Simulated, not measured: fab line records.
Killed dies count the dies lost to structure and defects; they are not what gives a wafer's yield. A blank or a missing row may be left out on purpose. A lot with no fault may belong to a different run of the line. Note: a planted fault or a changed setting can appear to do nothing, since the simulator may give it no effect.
Chamber matching :: flow gf180mcu :: GF_PASSIVATION_CVD_00 on pecvd-03: 3 sister chambers
The step deposits SiO2 from TEOS, target thk 1000 nm, time 111.95 s. 3 wafers are shown with their chamber, then 8 later ones without.

## WAFERS PAIRED WITH THEIR CHAMBERS
wafer: L810.1
chamber: 1
heaterPowerW (W): 694

wafer: L810.4
chamber: 0
heaterPowerW (W): 686

wafer: L813.1
chamber: 2
heaterPowerW (W): 789

## WAFERS WITHOUT THEIR CHAMBER
wafer: L813.3
heaterPowerW (W): 623

wafer: L813.4
heaterPowerW (W): 746

wafer: L814.3
heaterPowerW (W): 624

wafer: L814.4
heaterPowerW (W): 760

wafer: L814.5
heaterPowerW (W): 709

wafer: L815.1
heaterPowerW (W): 829

wafer: L815.3
heaterPowerW (W): 646

wafer: L815.6
heaterPowerW (W): 655

## WHICH CHAMBER EACH ONE RAN IN
wafer: L813.3
from the rows above: can't be placed: 0 or 1
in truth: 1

wafer: L813.4
from the rows above: can't be placed: 2 or 1 or 0
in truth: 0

wafer: L814.3
from the rows above: can't be placed: 0 or 1
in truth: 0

wafer: L814.4
from the rows above: can't be placed: 2 or 1 or 0
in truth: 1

wafer: L814.5
from the rows above: can't be placed: 1 or 0 or 2
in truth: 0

wafer: L815.1
from the rows above: 2
in truth: 2

wafer: L815.3
from the rows above: can't be placed: 0 or 1
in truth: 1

wafer: L815.6
from the rows above: can't be placed: 0 or 1
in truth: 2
Correct placement for 1 of the 8. From these rows, 7 cannot be placed; in 6 the true chamber is one of the candidates. Number placed wrongly: 0.
How it was worked out, from the rows above alone: a wafer's distance from a chamber is the root of the sum, over the readings, of the square of ((its reading less the chamber's mean) divided by the reading's scatter). The wafer belongs to the nearest chamber; if the next one is less than 2 further off, it can't be placed. The mean given for a chamber averages the wafers shown for that chamber. The scatter: with one shown wafer a chamber, the root of the mean of the squares of how far each hidden wafer lies from its nearest shown one.
